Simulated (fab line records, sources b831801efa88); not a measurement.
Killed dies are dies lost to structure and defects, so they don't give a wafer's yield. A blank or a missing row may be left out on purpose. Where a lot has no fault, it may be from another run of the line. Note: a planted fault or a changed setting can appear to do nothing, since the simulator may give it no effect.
Which tool was responsible? | flow gf180mcu | 6 lots (18 wafers sampled), 1 step of a 602-step route

WHAT EACH GAUGE READ, for each wafer
GF_V3_THK_MEAS_03.
lot  | measured     | on            | V3_CVD_02_THK (nm)
L897 | day 21 15:38 | film metro-01 | 845 858 857
L902 | day 23 14:40 | film metro-02 | 844 847 862
L906 | day 25 01:05 | film metro-02 | 841 836 846
L910 | day 26 07:47 | film metro-02 | 846 836 839
L912 | day 26 20:30 | film metro-01 | 841 841 844
L919 | day 29 00:40 | film metro-02 | 827 830 836

EACH LOT AND THE TOOL THAT RAN IT (in order: tool; ch and the chambers of the sampled wafers; start)
Before these readings, the record contains no process step.

THE ANSWER, worked out from the rows above alone
Rule: the usual values come from the lots themselves. Put in order of their means at a reading, lots are off if they are a third of the lots or fewer, leave a main group of 4 or more, and stand apart from it by a gap of 3 or more times the standard deviation of the main group's means; of several such gaps the widest counts. If all means in a main group match to the digits the tables above print for the reading, that group is not used. A lot without any number at a reading at which 4 lots or more have one is off too. Any other lot the step has rows for is counted as sound.
None of the lots is off at any reading shown; this tells nothing.

WHAT HAD BEEN PUT IN BY THE SIMULATOR
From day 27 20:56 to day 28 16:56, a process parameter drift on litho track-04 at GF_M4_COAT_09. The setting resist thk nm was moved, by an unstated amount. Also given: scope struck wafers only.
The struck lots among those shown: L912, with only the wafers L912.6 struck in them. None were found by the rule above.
